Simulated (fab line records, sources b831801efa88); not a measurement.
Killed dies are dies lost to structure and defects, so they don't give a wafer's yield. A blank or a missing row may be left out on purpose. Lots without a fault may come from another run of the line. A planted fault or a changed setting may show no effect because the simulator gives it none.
fab line records | flow sky130
record lots=14 wafers=42 last_day=50
route steps=708 shown RES_XHIGH@339
lots that met no fault: from a run of the same line without faults
start_h: hours from the record's first day to the start of the lot's first wafer shown | wait_h: hours since the lot's step before | " the same as in the row above | L1.1+2: a row that stands for several wafers | - no value, or no start given | * or withheld: withheld | < > ~ a bound
route shown NAME@n: a module of which the file shows steps, and the number in the route of the first | usual: mean/standard deviation of fault-free wafers | same: alike in all rows | chamber/n: place in a boat | sites: the reading at each site | _std_site: their standard deviation | _edge_site: outer sites' mean less inner sites' | radius_mm: how far each site lies from the wafer's centre | mask NAME#n: copy n | behind: the tool/chamber that last shaped the wafer | hold: why the lot was held/for how many hours/how that ended | device: the transistor (n, p or np) that didn't switch | end of line: the same wafers' tests at the end of the route | a step without rows: its recipe alone | killed: dies lost to structure and defects at the first sort, not the wafer's yield | map: a wafer's dies, x killed, . not, _ none there
set.NAME: the setting as run; set.NAME@STEP: as run at that earlier step | model.NAME: the simulator's own value behind a step, which no gauge read
steps of the route over a sample of lots; a table a step, a row a wafer
services: from which hour (start_h, from the record's first day; less than 0 if before it) a tool's chamber was out of use, for how many hours, and why
## steps
# step SKY_RES_XHIGH_IMPLANT_07
# recipe species=BF2 energy_kev=20 dose_cm2=3.6e+14 tilt_deg=0
# columns lot.wafer tool chamber start_h wait_h
L800.1+3+6 implanter-01 0 622.98 0.1
L801.3+5+6 implanter-04 0 633.89 0.1
L802.1+2+5 implanter-01 0 636.69 0.1
L803.1+2+3 implanter-01 0 641.92 0.1
L804.1+3+6 implanter-04 0 652.44 0.1
L806.1+2+3 implanter-02 0 676.47 0.1
L807.3+4+6 implanter-02 0 679.43 0.1
L809.1+3+4 implanter-02 0 692.37 0.1
L815.3+4+5 implanter-04 0 740.12 0.1
L817.1+5+6 implanter-01 0 756.34 0.1
L819.1+3+4 implanter-01 0 771.34 0.1
L820.2+4+5 implanter-02 0 774.40 0.1
L822.4+5+6 implanter-02 0 796.21 0.1
L823.1+4+5 implanter-04 0 798.47 0.1
# step SKY_RES_XHIGH_TW_MEAS_09
# usual RES_XHIGH_TW=1623/9.1
# columns lot.wafer tool chamber start_h wait_h RES_XHIGH_TW
L800.1 film_metro-04 - 623.23 0.1 1621
L800.3 " - " " 1633
L800.6 " - " " 1636
L801.3 film_metro-02 - 634.11 0.1 1620
L801.5 " - " " 1616
L801.6 " - " " 1629
L802.1 film_metro-03 - 636.94 0.1 1619
L802.2 " - " " 1617
L802.5 " - " " 1612
L803.1 film_metro-03 - 642.17 0.1 1611
L803.2 " - " " 1618
L803.3 " - " " 1614
L804.1 film_metro-02 - 652.69 0.1 1632
L804.3 " - " " 1618
L804.6 " - " " 1625
L806.1 film_metro-03 - 676.72 0.1 1634
L806.2 " - " " 1630
L806.3 " - " " 1621
L807.3 film_metro-03 - 679.65 0.1 1633
L807.4 " - " " 1630
L807.6 " - " " 1616
L809.1 film_metro-02 - 692.62 0.1 1615
L809.3 " - " " 1618
L809.4 " - " " 1614
L815.3 film_metro-04 - 740.34 0.1 1616
L815.4 " - " " 1621
L815.5 " - " " 1617
L817.1 film_metro-03 - 756.65 0.1 1594
L817.5 " - " " 1595
L817.6 " - " " 1591
L819.1 film_metro-02 - 771.59 0.1 1595
L819.3 " - " " 1583
L819.4 " - " " 1594
L820.2 film_metro-04 - 774.64 0.1 1621
L820.4 " - " " 1621
L820.5 " - " " 1618
L822.4 film_metro-02 - 796.42 0.1 1610
L822.5 " - " " 1605
L822.6 " - " " 1608
L823.1 film_metro-03 - 798.72 0.1 1628
L823.4 " - " " 1630
L823.5 " - " " 1625
# step SKY_SD_N_RS_MEAS_18
# recipe thk_meas_gauge=four-point-probe
# usual RES_XHIGH_RS=333.5/1.3
# columns lot.wafer tool chamber start_h wait_h RES_XHIGH_RS[ohm/sq]
L800.1 film_metro-04 - 652.64 0.1 332.3
L800.3 " - " " 332.7
L800.6 " - " " 332.2
L801.3 film_metro-04 - 663.78 0.1 333.3
L801.5 " - " " 333.7
L801.6 " - " " 335.0
L802.1 film_metro-03 - 666.13 0.1 333.1
L802.2 " - " " 333.2
L802.5 " - " " 333.7
L803.1 film_metro-02 - 672.14 0.1 334.0
L803.2 " - " " 333.7
L803.3 " - " " 335.3
L804.1 film_metro-04 - 681.24 0.1 331.1
L804.3 " - " " 332.1
L804.6 " - " " 332.5
L806.1 film_metro-04 - 704.72 0.1 334.5
L806.2 " - " " 334.4
L806.3 " - " " 333.7
L807.3 film_metro-04 - 707.98 0.1 334.0
L807.4 " - " " 332.7
L807.6 " - " " 333.6
L809.1 film_metro-03 - 721.61 0.1 334.3
L809.3 " - " " 334.5
L809.4 " - " " 335.3
L815.3 film_metro-03 - 768.26 0.1 334.0
L815.4 " - " " 334.3
L815.5 " - " " 334.0
L817.1 film_metro-02 - 784.19 0.1 354.2
L817.5 " - " " 355.7
L817.6 " - " " 355.8
L819.1 film_metro-04 - 798.62 0.1 350.8
L819.3 " - " " 350.8
L819.4 " - " " 351.3
L820.2 film_metro-02 - 802.34 0.1 335.1
L820.4 " - " " 334.4
L820.5 " - " " 333.3
L822.4 film_metro-04 - 823.98 0.1 334.0
L822.5 " - " " 332.6
L822.6 " - " " 331.2
L823.1 film_metro-02 - 826.27 0.1 334.8
L823.4 " - " " 334.6
L823.5 " - " " 334.8
## services
# columns tool chamber start_h hours kind
implanter-02 - 653.01 1.2 repair
implanter-01 - 669.66 1.6 repair
implanter-04 - 690.71 4.5 pm
implanter-01 - 694.39 1.9 repair
implanter-02 - 702.03 0.7 repair
implanter-01 - 747.27 5.0 pm
implanter-02 - 753.10 5.8 repair
implanter-02 - 758.92 6.2 pm
## key
first_sign step=SKY_RES_XHIGH_TW_MEAS_09 reading=RES_XHIGH_TW direction=down sigmas=3.4 usual=1623 struck=1592
effect step=SKY_SD_N_RS_MEAS_18 reading=RES_XHIGH_RS direction=up sigmas=15 usual=333.5 struck=353.1
met_at SKY_RES_XHIGH_IMPLANT_07
struck_lots L817,L819
tester_left_out L817,L819
onset_between 641.92 756.34
fault kind=process_parameter_drift tool=implanter-01 chamber=- onset_h=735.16 steps=SKY_RES_XHIGH_IMPLANT_07 channel=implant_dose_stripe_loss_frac offset=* shape=step end_h=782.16
# tester_left_out: of these lots the tester's yield and bins aren't shown, on N5 and GAA mostly nor the transistor test; their killed dies are dies lost to structure and defects alone, not to doping, threshold or leakage, so they don't give the yield
